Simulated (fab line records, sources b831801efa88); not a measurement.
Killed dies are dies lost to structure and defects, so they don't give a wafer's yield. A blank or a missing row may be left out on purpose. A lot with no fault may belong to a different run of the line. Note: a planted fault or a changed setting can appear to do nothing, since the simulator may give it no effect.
What tool caused it? | flow gf180mcu | 13 lots, 39 wafers sampled, at 5 steps of a route of 602

== WHAT THE GAUGES SHOWED, per wafer ==
GF_STI_BOW_MEAS_00. Usual: INCOMING_BOW 0 um, standard deviation 5.9.
lot  | measured    | on            | INCOMING_BOW (um) | flag
L117 | day 1 10:01 | film metro-02 | 4 -8 1            |
L118 | day 1 15:01 | film metro-01 | 0 -9 3            |
L119 | day 1 20:00 | film metro-01 | -3 -4 1           |
L121 | day 2 06:00 | film metro-02 | 4 -8 1            |
L125 | day 3 02:00 | film metro-01 | -10 -7 -1         |
L126 | day 3 07:00 | film metro-01 | -5 -4 1           |
L132 | day 4 13:01 | film metro-02 | 8 5 4             |
L133 | day 4 18:00 | film metro-01 | -3 -18 11         |
L134 | day 4 23:00 | film metro-01 | 7 9 -6            |
L135 | day 5 04:01 | film metro-02 | 5 5 9             |
L138 | day 5 19:04 | film metro-01 | -5 2 -1           |
L139 | day 6 00:00 | film metro-02 | -6 8 1            |
L140 | day 6 05:00 | film metro-01 | 2 -6 8            |

GF_VT_IMPLANT_OVL_MEAS_18. Usual: VT_IMPLANT_01_OVL 0.2 nm, standard deviation 1.4.
lot  | measured     | on         | VT_IMPLANT_01_OVL (nm) | flag
L117 | day 6 06:39  | overlay-02 | -1.0 -1.2 -1.9         |
L118 | day 6 12:09  | overlay-02 | -2.6 0.9 -0.9          |
L119 | day 6 18:55  | overlay-01 | 1.1 0.8 -0.2           |
L121 | day 7 04:58  | overlay-02 | 0.8 2.9 0.5            |
L125 | day 8 10:26  | overlay-02 | 1.9 -1.9 0.5           |
L126 | day 8 15:13  | overlay-01 | 0.6 1.1 1.6            |
L132 | day 10 05:05 | overlay-02 | -0.1 -0.1 0.2          |
L133 | day 10 10:40 | overlay-02 | 0.7 1.2 1.4            |
L134 | day 10 16:43 | overlay-01 | -0.3 0.1 2.3           |
L135 | day 10 22:32 | overlay-02 | 1.2 1.5 1.1            |
L138 | day 11 21:41 | overlay-02 | 3.1 0.7 0.6            |
L139 | day 12 02:38 | overlay-02 | 1.9 2.7 1.1            |
L140 | day 12 08:11 | overlay-02 | 1.4 -1.5 -2.0          |

== EACH LOT AND THE TOOL THAT RAN IT (in order: tool; ch and the chambers of the sampled wafers; start) ==
lot  | GF_STI_ETCH_14                  | GF_MVPSD_COAT_02                  | GF_MVPSD_STRIP_10
L117 | rie si-02 ch 0,3, day 2 02:55   | litho track-03 ch 0, day 4 17:53  | plasma asher-01 ch 0,1, day 5 01:23
L118 | rie si-02 ch 0,2,3, day 2 08:13 | litho track-02 ch 0, day 4 23:28  | plasma asher-01 ch 0,1, day 5 06:50
L119 | rie si-01 ch 0,1, day 2 11:10   | litho track-04 ch 0, day 5 04:29  | plasma asher-03 ch 0,1, day 5 12:05
L121 | rie si-01 ch 1,3, day 2 22:01   | litho track-03 ch 0, day 5 15:25  | plasma asher-01 ch 0,1, day 5 23:20
L125 | rie si-02 ch 1,3, day 3 20:05   | litho track-03 ch 0, day 6 18:49  | plasma asher-01 ch 0,1, day 7 02:14
L126 | rie si-01 ch 1,3, day 4 00:49   | litho track-02 ch 0, day 6 22:41  | plasma asher-03 ch 0,1, day 7 06:44
L132 | rie si-01 ch 1,3, day 5 07:34   | litho track-02 ch 0, day 8 09:49  | plasma asher-01 ch 0,1, day 8 18:44
L133 | rie si-01 ch 0,1, day 5 11:52   | litho track-02 ch 0, day 8 14:56  | plasma asher-03 ch 0, day 8 23:53
L134 | rie si-01 ch 0,3, day 5 17:29   | litho track-02 ch 0, day 8 20:53  | plasma asher-02 ch 0,1, day 9 06:08
L135 | rie si-02 ch 0,1,3, day 5 21:52 | litho track-03 ch 0, day 9 02:29  | plasma asher-01 ch 0,1, day 9 11:14
L138 | rie si-02 ch 0,1,3, day 6 14:01 | litho track-04 ch 0, day 9 23:49  | plasma asher-01 ch 0,1, day 10 09:46
L139 | rie si-02 ch 0,1,3, day 6 18:49 | litho track-03 ch 0, day 10 04:18 | plasma asher-03 ch 0,1, day 10 13:56
L140 | rie si-02 ch 0,1,3, day 7 00:20 | litho track-03 ch 0, day 10 09:45 | plasma asher-01 ch 0,1, day 10 19:34
- GF_STI_ETCH_14: etches Si in HBr/Cl2/O2, target depth 360 nm, time 102.9 s.
- GF_MVPSD_COAT_02: resist thk 3000 nm.
- GF_MVPSD_STRIP_10: strips in O2/N2.

== WHAT THE TOOLS THEMSELVES READ (means of the sampled wafers that have a number; where no wafer has one, the mark that the record gives instead) ==
GF_STI_ETCH_14. Usual: HBr_flow_sccm 150.1 sccm, standard deviation 0.46; drypump motor current A 5.7 A, standard deviation 0.51; oes product au 1.002 a.u., standard deviation 0.008; throttle valve pct 25.657 %, standard deviation 0.011.
lot  | tool      | HBr_flow_sccm (sccm) | drypump motor current A (A) | oes product au (a.u.) | throttle valve pct (%) | flag
L117 | rie si-02 | 150.3                | 5.2                         | 1.010                 | 25.661                 |
L118 | rie si-02 | 150.2                | 5.6                         | 1.001                 | 25.648                 |
L119 | rie si-01 | 149.8                | 6.1                         | 0.997                 | 25.649                 |
L121 | rie si-01 | 149.8                | 6.0                         | 0.993                 | 25.661                 |
L125 | rie si-02 | 150.2                | 5.4                         | 1.010                 | 25.653                 |
L126 | rie si-01 | 150.2                | 6.0                         | 0.995                 | 25.669                 |
L132 | rie si-01 | 150.3                | 6.3                         | 1.004                 | 25.665                 |
L133 | rie si-01 | 150.0                | 6.1                         | 1.005                 | 25.656                 |
L134 | rie si-01 | 150.3                | 5.4                         | 0.994                 | 25.657                 |
L135 | rie si-02 | 150.2                | 5.3                         | 1.002                 | 25.656                 |
L138 | rie si-02 | 149.6                | 5.3                         | 1.001                 | 25.668                 |
L139 | rie si-02 | 149.8                | 5.3                         | 0.995                 | 25.663                 |
L140 | rie si-02 | 150.5                | 5.3                         | 0.998                 | 25.661                 |

GF_MVPSD_COAT_02. Usual: chill plate temp C 22.97 C, standard deviation 0.097; exhaust pa 45.0 Pa, standard deviation 0.83.
lot  | tool           | chill plate temp C (C) | exhaust pa (Pa) | flag
L117 | litho track-03 | 22.89                  | 45.5            |
L118 | litho track-02 | 22.89                  | 45.3            |
L119 | litho track-04 | 22.87                  | 45.2            |
L121 | litho track-03 | 22.95                  | 45.3            |
L125 | litho track-03 | 22.97                  | 43.6            |
L126 | litho track-02 | 23.02                  | 44.4            |
L132 | litho track-02 | 22.95                  | 44.9            |
L133 | litho track-02 | 23.00                  | 45.5            |
L134 | litho track-02 | 23.05                  | 45.5            |
L135 | litho track-03 | 22.91                  | 44.5            |
L138 | litho track-04 | 23.07                  | 44.1            |
L139 | litho track-03 | 23.02                  | 44.5            |
L140 | litho track-03 | 22.95                  | 46.6            |

GF_MVPSD_STRIP_10. Usual: drypump motor current A 5.93 A, standard deviation 0.17; heater power w 335 W, standard deviation 19; oes product au 0.722 a.u., standard deviation 0.0045; strip time to endpoint s 36.89 s, standard deviation 0.082.
lot  | tool            | drypump motor current A (A) | heater power w (W) | oes product au (a.u.) | strip time to endpoint s (s) | flag
L117 | plasma asher-01 | 5.97                        | 356                | 0.721                 | 36.81                        |
L118 | plasma asher-01 | 5.87                        | 337                | 0.723                 | 36.95                        |
L119 | plasma asher-03 | 6.06                        | 329                | 0.723                 | 37.00                        |
L121 | plasma asher-01 | 5.95                        | 353                | 0.721                 | 36.91                        |
L125 | plasma asher-01 | 5.93                        | 347                | 0.723                 | 36.92                        |
L126 | plasma asher-03 | 6.05                        | 334                | 0.720                 | 36.85                        |
L132 | plasma asher-01 | 5.86                        | 334                | 0.722                 | 36.88                        |
L133 | plasma asher-03 | 5.84                        | 320                | 0.714                 | 15.86                        | OFF
L134 | plasma asher-02 | 5.76                        | 331                | 0.714                 | 15.85                        | OFF
L135 | plasma asher-01 | 5.93                        | 343                | 0.724                 | 37.05                        |
L138 | plasma asher-01 | 5.94                        | 347                | 0.719                 | 36.87                        |
L139 | plasma asher-03 | 5.96                        | 331                | 0.721                 | 36.96                        |
L140 | plasma asher-01 | 5.95                        | 347                | 0.726                 | 36.92                        |

== THE ANSWER, worked out from the rows above alone ==
Rule: a lot counts as off when the mean over its wafers that have a number is more than 3 standard deviations away from the usual mean. Also off: a lot with no number at a reading for which 4 or more lots have one. The other lots that the step has rows for count as sound. Order of review: gauges by route order, followed by the tools' own readings, for which a lot's mean as printed above is used. At the first step where some lot is off, the reading lying furthest off is the one used; lots without a number count as furthest.
Off: L133, L134 (GF_MVPSD_STRIP_10, strip time to endpoint s).
A tool fits if, at that step or a process step before it, it ran every lot that is off, and no sound lot after the first of them. Can't be told from this: 2 tools fit, rie si-01 at GF_STI_ETCH_14, litho track-02 at GF_MVPSD_COAT_02.

== WHAT HAD BEEN PUT IN BY THE SIMULATOR ==
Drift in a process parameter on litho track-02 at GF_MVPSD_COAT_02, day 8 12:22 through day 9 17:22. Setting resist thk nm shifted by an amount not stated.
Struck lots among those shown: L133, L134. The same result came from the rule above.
